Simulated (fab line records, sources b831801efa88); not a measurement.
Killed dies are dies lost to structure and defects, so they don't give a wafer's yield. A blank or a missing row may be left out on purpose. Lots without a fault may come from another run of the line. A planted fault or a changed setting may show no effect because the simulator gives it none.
Which tool did it? | flow sky130 | 14 lots, 42 wafers sampled, at 3 steps of a route of 708

WHAT THE GAUGES READ, wafer by wafer
SKY_LI_CONTACT_THK_MEAS_23: measures by xrf. Usual: LI_CONTACT_W_THK 377 nm, standard deviation 4.6.
lot  | measured     | on            | LI_CONTACT_W_THK (nm) | flag
L263 | day 30 09:59 | film_metro-01 | 374 373 382           |
L265 | day 30 19:38 | film_metro-01 | 380 385 386           |
L267 | day 31 17:53 | film_metro-02 | 383 377 376           |
L269 | day 32 02:56 | film_metro-02 | 379 377 380           |
L270 | day 33 00:26 | film_metro-01 | 375 381 381           |
L271 | day 33 00:59 | film_metro-04 | 374 379 377           |
L272 | day 33 05:38 | film_metro-04 | 380 379 377           |
L274 | day 34 05:06 | film_metro-04 | 383 389 375           |
L280 | day 35 18:05 | film_metro-04 | 375 373 373           |
L281 | day 35 18:41 | film_metro-01 | 379 381 387           |
L283 | day 36 14:15 | film_metro-04 | 381 387 379           |
L284 | day 37 04:10 | film_metro-02 | 389 378 376           |
L285 | day 37 04:55 | film_metro-02 | 380 381 375           |
L286 | day 37 15:25 | film_metro-04 | 384 380 378           |

WHICH TOOL RAN EACH LOT (tool, then ch and the chambers of the sampled wafers, then the start)
lot  | SKY_LI_CONTACT_SPUTTER_19    | SKY_LI_CONTACT_SPUTTER_20
L263 | pvd_sputter-01, day 30 09:35 | pvd_sputter-01, day 30 09:40
L265 | pvd_sputter-01, day 30 19:15 | pvd_sputter-01, day 30 19:20
L267 | pvd_sputter-03, day 31 17:28 | pvd_sputter-03, day 31 17:33
L269 | pvd_sputter-01, day 32 02:32 | pvd_sputter-01, day 32 02:37
L270 | pvd_sputter-02, day 33 00:01 | pvd_sputter-02, day 33 00:06
L271 | pvd_sputter-01, day 33 00:35 | pvd_sputter-01, day 33 00:40
L272 | pvd_sputter-01, day 33 05:14 | pvd_sputter-01, day 33 05:19
L274 | pvd_sputter-02, day 34 04:43 | pvd_sputter-02, day 34 04:48
L280 | pvd_sputter-03, day 35 17:41 | pvd_sputter-03, day 35 17:46
L281 | pvd_sputter-02, day 35 18:16 | pvd_sputter-02, day 35 18:21
L283 | pvd_sputter-02, day 36 13:50 | pvd_sputter-02, day 36 13:55
L284 | pvd_sputter-02, day 37 03:47 | pvd_sputter-02, day 37 03:51
L285 | pvd_sputter-03, day 37 04:31 | pvd_sputter-03, day 37 04:36
L286 | pvd_sputter-03, day 37 15:02 | pvd_sputter-03, day 37 15:06
- SKY_LI_CONTACT_SPUTTER_19: material Ti, target thk 20 nm, time 106.37 s.
- SKY_LI_CONTACT_SPUTTER_20: material TiN, target thk 20 nm, time 78.32 s.

WHAT THE TOOLS THEMSELVES READ (means of the sampled wafers that have a number; where no wafer has one, the mark that the record gives instead)
SKY_LI_CONTACT_SPUTTER_19. Usual: cathode_dc_power_W 2500.0 W, standard deviation 0.47; throttle_valve_pct 29.8 %, standard deviation 0.83.
lot  | tool           | cathode_dc_power_W (W) | throttle_valve_pct (%) | flag
L263 | pvd_sputter-01 | 2500.2                 | 29.4                   |
L265 | pvd_sputter-01 | 2500.2                 | 28.8                   |
L267 | pvd_sputter-03 | 2499.9                 | 30.3                   |
L269 | pvd_sputter-01 | 2500.2                 | 29.4                   |
L270 | pvd_sputter-02 | 2500.3                 | 30.2                   |
L271 | pvd_sputter-01 | 2499.6                 | 29.5                   |
L272 | pvd_sputter-01 | 2500.4                 | 29.3                   |
L274 | pvd_sputter-02 | 2500.5                 | 30.0                   |
L280 | pvd_sputter-03 | 2500.4                 | 30.2                   |
L281 | pvd_sputter-02 | 2500.2                 | 30.0                   |
L283 | pvd_sputter-02 | 2500.3                 | 30.4                   |
L284 | pvd_sputter-02 | 2499.7                 | 30.3                   |
L285 | pvd_sputter-03 | 2500.2                 | 30.3                   |
L286 | pvd_sputter-03 | 2500.3                 | 30.3                   |

SKY_LI_CONTACT_SPUTTER_20. Usual: cathode_dc_power_W 4000.1 W, standard deviation 0.76; throttle_valve_pct 29.8 %, standard deviation 0.84.
lot  | tool           | cathode_dc_power_W (W) | throttle_valve_pct (%) | flag
L263 | pvd_sputter-01 | 4000.9                 | 29.7                   |
L265 | pvd_sputter-01 | 4000.3                 | 28.6                   |
L267 | pvd_sputter-03 | 3999.6                 | 30.2                   |
L269 | pvd_sputter-01 | 4000.5                 | 29.3                   |
L270 | pvd_sputter-02 | 4000.0                 | 30.1                   |
L271 | pvd_sputter-01 | 3999.9                 | 29.6                   |
L272 | pvd_sputter-01 | 4001.6                 | 29.2                   |
L274 | pvd_sputter-02 | 4000.6                 | 30.3                   |
L280 | pvd_sputter-03 | 4000.3                 | 30.4                   |
L281 | pvd_sputter-02 | 4000.5                 | 30.1                   |
L283 | pvd_sputter-02 | 3999.8                 | 30.2                   |
L284 | pvd_sputter-02 | 4000.3                 | 30.4                   |
L285 | pvd_sputter-03 | 3999.8                 | 30.2                   |
L286 | pvd_sputter-03 | 3999.7                 | 30.1                   |

THE ANSWER, worked out from the rows above alone
Rule: a lot is off if the mean of its wafers that have a number lies more than 3 standard deviations from the usual mean. A lot without any number at a reading at which 4 lots or more have one is off too. The other lots that the step has rows for count as sound. The gauges are gone through in route order, then the tools' own readings, and for those a lot's mean is taken as printed above. The first step at which some lot is off is used, and at that step the reading that is off furthest; a lot without a number counts as furthest.
No lot is off at any reading shown: from this, nothing can be told.

WHAT THE SIMULATOR HAD PUT IN
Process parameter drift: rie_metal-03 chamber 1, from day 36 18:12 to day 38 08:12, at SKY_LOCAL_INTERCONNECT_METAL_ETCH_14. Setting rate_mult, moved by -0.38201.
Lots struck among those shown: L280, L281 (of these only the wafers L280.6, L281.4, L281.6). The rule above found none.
